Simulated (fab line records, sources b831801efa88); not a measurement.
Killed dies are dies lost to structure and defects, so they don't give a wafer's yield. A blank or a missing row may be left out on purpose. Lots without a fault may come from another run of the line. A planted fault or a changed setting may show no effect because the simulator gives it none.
Which tool did it? | flow sky130 | 15 lots, 45 wafers sampled, at 1 step of a route of 708

WHAT THE GAUGES READ, wafer by wafer
SKY_VIA1_CD_MEAS_12: target cd 150 nm. Usual: cd_nm 149.2 nm, standard deviation 1.9.
lot  | measured     | on        | cd_nm (nm)        | flag
L516 | day 34 00:02 | cd_sem-02 | 152.0 150.2 150.8 |
L519 | day 35 00:47 | cd_sem-02 | 152.2 152.3 151.8 |
L520 | day 35 15:19 | cd_sem-02 | 152.3 152.2 154.7 |
L522 | day 35 16:47 | cd_sem-02 | 150.7 149.2 150.3 |
L524 | day 37 04:55 | cd_sem-02 | 148.5 148.7 149.5 |
L525 | day 37 07:09 | cd_sem-02 | 148.9 148.5 149.4 |
L526 | day 37 14:15 | cd_sem-02 | 148.8 148.5 148.4 |
L527 | day 37 21:20 | cd_sem-01 | 147.3 148.1 148.7 |
L528 | day 37 21:50 | cd_sem-01 | 150.3 150.5 150.4 |
L529 | day 38 04:50 | cd_sem-02 | 144.9 145.5 146.0 |
L530 | day 38 16:47 | cd_sem-02 | 149.6 149.3 149.6 |
L531 | day 39 05:40 | cd_sem-02 | 150.4 149.0 151.3 |
L536 | day 40 05:29 | cd_sem-01 | 149.9 149.8 151.0 |
L538 | day 40 20:57 | cd_sem-01 | 150.1 149.6 151.6 |
L539 | day 41 03:57 | cd_sem-02 | 149.3 149.2 147.8 |

WHICH TOOL RAN EACH LOT (tool, then ch and the chambers of the sampled wafers, then the start)
The record holds no process step before these readings.

WHAT THE TOOLS THEMSELVES READ (means of the sampled wafers that have a number; where no wafer has one, the mark that the record gives instead)
The record holds no such reading with a usual standard deviation.

THE ANSWER, worked out from the rows above alone
Rule: a lot is off if the mean of its wafers that have a number lies more than 3 standard deviations from the usual mean. A lot without any number at a reading at which 4 lots or more have one is off too. The other lots that the step has rows for count as sound. The gauges are gone through in route order, then the tools' own readings, and for those a lot's mean is taken as printed above. The first step at which some lot is off is used, and at that step the reading that is off furthest; a lot without a number counts as furthest.
No lot is off at any reading shown: from this, nothing can be told.

WHAT THE SIMULATOR HAD PUT IN
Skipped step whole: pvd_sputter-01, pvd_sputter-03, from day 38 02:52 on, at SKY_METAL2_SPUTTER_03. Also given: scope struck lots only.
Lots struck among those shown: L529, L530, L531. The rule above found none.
